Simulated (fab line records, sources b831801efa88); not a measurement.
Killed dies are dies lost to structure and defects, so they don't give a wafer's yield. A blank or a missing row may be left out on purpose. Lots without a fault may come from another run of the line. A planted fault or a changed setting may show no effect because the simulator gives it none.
Chamber matching | flow sky130 | SKY_VIA3_ETCH_15 on rie_diel-04: 4 sister chambers
The step etches SiO2 in C4F8/O2/Ar, stops on TiN, target depth 507 nm, time 78 s. 7 wafers are shown with their chamber, then 7 later ones without.

WAFERS WITH THEIR CHAMBER
wafer  | chamber | oes_product_au (a.u.)
L181.4 | 0       | 0.943
L184.2 | 0       | 0.948
L190.1 | 3       | 0.941
L190.2 | 1       | 0.949
L190.4 | 2       | 0.940
L195.3 | 1       | 0.936
L195.4 | 2       | 0.951

WAFERS WITHOUT THEIR CHAMBER
wafer  | oes_product_au (a.u.)
L195.6 | 0.946
L198.3 | 0.942
L198.4 | 0.945
L198.5 | 0.951
L200.1 | 0.948
L200.2 | 0.940
L200.3 | 0.939

WHICH CHAMBER EACH WENT THROUGH
wafer  | from the rows above               | in truth
L195.6 | can't be placed: 0 or 2 or 1 or 3 | 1
L198.3 | can't be placed: 1 or 3 or 0 or 2 | 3
L198.4 | can't be placed: 0 or 2 or 1 or 3 | 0
L198.5 | can't be placed: 0 or 2 or 1 or 3 | 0
L200.1 | can't be placed: 0 or 2 or 1 or 3 | 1
L200.2 | can't be placed: 3 or 1 or 0 or 2 | 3
L200.3 | can't be placed: 3 or 1 or 0 or 2 | 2
Placed correctly: 0 of 7. Can't be placed from these rows: 7 (the true chamber is among the candidates in 7). Placed wrongly: 0.
How it was worked out, from the rows above alone: a wafer's distance from a chamber is the root of the sum, over the readings, of the square of ((its reading less the chamber's mean) divided by the reading's scatter). The wafer belongs to the nearest chamber; if the next one is less than 2 further off, it can't be placed. A chamber's mean is the mean of its shown wafers. The scatter: the root of (the sum of the squares of (reading less its chamber's mean) over the shown wafers, divided by (wafers less chambers)).
